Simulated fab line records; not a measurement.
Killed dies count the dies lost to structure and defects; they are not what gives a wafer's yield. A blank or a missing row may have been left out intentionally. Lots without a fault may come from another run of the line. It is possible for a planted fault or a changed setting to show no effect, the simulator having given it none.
Which tool was responsible? | flow sky130 | 13 lots with 38 wafers sampled at 5 steps, on a route of 708 steps

## WHAT THE GAUGES READ, wafer by wafer
SKY_LDD_HVP_OVL_MEAS_07.
lot  | measured     | on         | LDD_HVP_OVL (nm)
L223 | day 22 09:24 | overlay-02 | -1.7 -2.0 0.3
L224 | day 22 17:23 | overlay-02 | -1.7 -1.2 -1.2
L226 | day 23 12:54 | overlay-02 | -3.1 -0.3 -1.2
L225 | day 23 13:47 | overlay-01 | 1.9 1.1 2.1
L228 | day 24 00:27 | overlay-01 | 0.8 -0.3 0.4
L227 | day 24 01:21 | overlay-01 | -0.2 0.9 0.8
L229 | day 24 11:42 | overlay-01 | 1.3 2.5 0.9
L230 | day 24 14:02 | overlay-01 | -1.4 0.3 -0.8
L231 | day 25 01:19 | overlay-01 | -0.5 -0.6 1.2
L232 | day 25 08:16 | overlay-01 | 0.7 -0.6 0.5
L235 | day 26 00:39 | overlay-02 | 0.9 0.3 1.1
L234 | day 26 03:46 | overlay-01 | 0.2 0.1 -1.1
L238 | day 27 00:57 | overlay-02 | 0.4 0.5

SKY_POLY_CUT_OVL_MEAS_09.
lot  | measured     | on         | POLY_CUT_OVL (nm)
L223 | day 24 23:12 | overlay-02 | 9 3 -4
L224 | day 25 06:25 | overlay-01 | 0 5 -2
L226 | day 26 03:19 | overlay-02 | -7 -4 -8
L225 | day 26 03:39 | overlay-02 | 1 -1 -5
L228 | day 26 13:12 | overlay-02 | 0 9 11
L227 | day 26 16:25 | overlay-01 | -4 -10 -3
L229 | day 27 00:06 | overlay-02 | -6 -5 1
L230 | day 27 02:39 | overlay-01 | 3 7 0
L231 | day 27 13:49 | overlay-01 | -9 5 -11
L232 | day 27 20:07 | overlay-01 | -1 1 0
L235 | day 28 13:07 | overlay-01 | 6 3 4
L234 | day 28 14:16 | overlay-02 | 3 2 5
L238 | day 29 11:55 | overlay-02 | 3 4

SKY_SD_N_CD_MEAS_07: the cd target is 380 nm.
lot  | measured     | on        | cd_nm (nm)
L223 | day 28 13:47 | cd_sem-01 | 381.4 382.7 379.3
L224 | day 28 20:19 | cd_sem-02 | 380.0 381.0 379.1
L226 | day 29 17:01 | cd_sem-02 | 383.2 383.6 382.2
L225 | day 29 17:20 | cd_sem-02 | 384.7 383.4 383.9
L228 | day 30 02:48 | cd_sem-01 | 378.9 376.9 378.3
L227 | day 30 04:21 | cd_sem-02 | 379.5 381.6 378.3
L229 | day 30 12:40 | cd_sem-02 | 382.3 383.3 382.6
L230 | day 30 14:53 | cd_sem-01 | 380.1 380.0 382.0
L231 | day 31 01:55 | cd_sem-01 | 381.5 379.0 381.2
L232 | day 31 07:40 | cd_sem-01 | 379.1 378.2 382.1
L235 | day 32 01:34 | cd_sem-01 | 382.3 383.8 384.1
L234 | day 32 01:56 | cd_sem-01 | 383.9 383.3 383.9
L238 | day 32 21:11 | cd_sem-02 | 356.3 364.8 355.9 365.1

SKY_LI_CONTACT_OVL_MEAS_13.
lot  | measured     | on         | LI_CONTACT_OVL (nm)
L223 | day 29 19:39 | overlay-01 | 5 8 11
L224 | day 30 01:51 | overlay-01 | -12 -7 -6
L226 | day 30 22:10 | overlay-02 | -3 -5 -11
L225 | day 30 23:18 | overlay-01 | -2 4 -3
L228 | day 31 07:58 | overlay-01 | 0 -1 -4
L227 | day 31 09:07 | overlay-01 | -4 -3 -3
L229 | day 31 18:13 | overlay-01 | -11 -5 -9
L230 | day 31 20:01 | overlay-01 | -1 -9 -3
L231 | day 32 07:13 | overlay-01 | 1 1 -1
L232 | day 32 11:59 | overlay-02 | 9 6 1
L235 | day 33 05:26 | overlay-02 | -5 0 -1
L234 | day 33 05:52 | overlay-01 | 7 6 5
L238 | day 34 01:47 | overlay-02 | 5 7

## EACH LOT AND THE TOOL THAT RAN IT (in order: tool; ch and the chambers of the sampled wafers; start)
lot  | SKY_SD_N_EXPOSE_04
L223 | iline_stepper-02 ch 0, day 28 00:37
L224 | iline_stepper-01 ch 0, day 28 06:34
L226 | iline_stepper-01 ch 0, day 29 03:15
L225 | iline_stepper-02 ch 0, day 29 03:31
L228 | iline_stepper-02 ch 0, day 29 13:03
L227 | iline_stepper-02 ch 0, day 29 15:00
L229 | iline_stepper-02 ch 0, day 29 22:49
L230 | iline_stepper-02 ch 0, day 30 00:40
L231 | iline_stepper-01 ch 0, day 30 12:32
L232 | iline_stepper-01 ch 0, day 30 18:32
L235 | iline_stepper-02 ch 0, day 31 12:12
L234 | iline_stepper-02 ch 0, day 31 12:55
L238 | iline_stepper-02 ch 0, day 32 09:10
- SKY_SD_N_EXPOSE_04: exposes mask NSDM, target cd 380 nm.

## WHAT THE TOOLS THEMSELVES READ (means of the sampled wafers that have a number; where no wafer has one, the mark that the record gives instead)
SKY_SD_N_EXPOSE_04.
lot  | tool             | exposure_dose_mJ_cm2
L223 | iline_stepper-02 | 141.0
L224 | iline_stepper-01 | 141.5
L226 | iline_stepper-01 | 141.8
L225 | iline_stepper-02 | 141.1
L228 | iline_stepper-02 | 140.9
L227 | iline_stepper-02 | 140.8
L229 | iline_stepper-02 | 140.8
L230 | iline_stepper-02 | 140.8
L231 | iline_stepper-01 | 141.6
L232 | iline_stepper-01 | 141.6
L235 | iline_stepper-02 | 141.0
L234 | iline_stepper-02 | 140.8
L238 | iline_stepper-02 | 142.6

## THE ANSWER, worked out from the rows above alone
Rule: the usual values come from the lots themselves. The widest of any qualifying gaps counts: lots, ordered by their means at a reading, are off when they make up no more than a third of the lots, leave a main group of 4 or more, and stand apart from it by 3 or more times the standard deviation of that group's means. If all means in a main group match to the digits the tables above print for the reading, that group is not used. Also off: a lot with no number at a reading for which 4 or more lots have one. All remaining lots with rows at the step are treated as sound. The gauges are gone through in route order, then the tools' own readings, and for those a lot's mean is taken as printed above. At the first step where some lot is off, the reading lying furthest off is the one used; lots without a number count as furthest.
Off: L238, at SKY_SD_N_CD_MEAS_07 (cd_nm). The main group: mean 381.4 nm, standard deviation 1.8.
If a tool, at a process step before that reading, ran all the lots that are off and no sound lot after the first of them, it fits. Those tools and the gauges at SKY_SD_N_CD_MEAS_07 are tried in the same way. Undecided on this evidence; 2 tools fit (iline_stepper-02 at SKY_SD_N_EXPOSE_04, cd_sem-02 at SKY_SD_N_CD_MEAS_07).

## WHAT THE SIMULATOR PUT IN
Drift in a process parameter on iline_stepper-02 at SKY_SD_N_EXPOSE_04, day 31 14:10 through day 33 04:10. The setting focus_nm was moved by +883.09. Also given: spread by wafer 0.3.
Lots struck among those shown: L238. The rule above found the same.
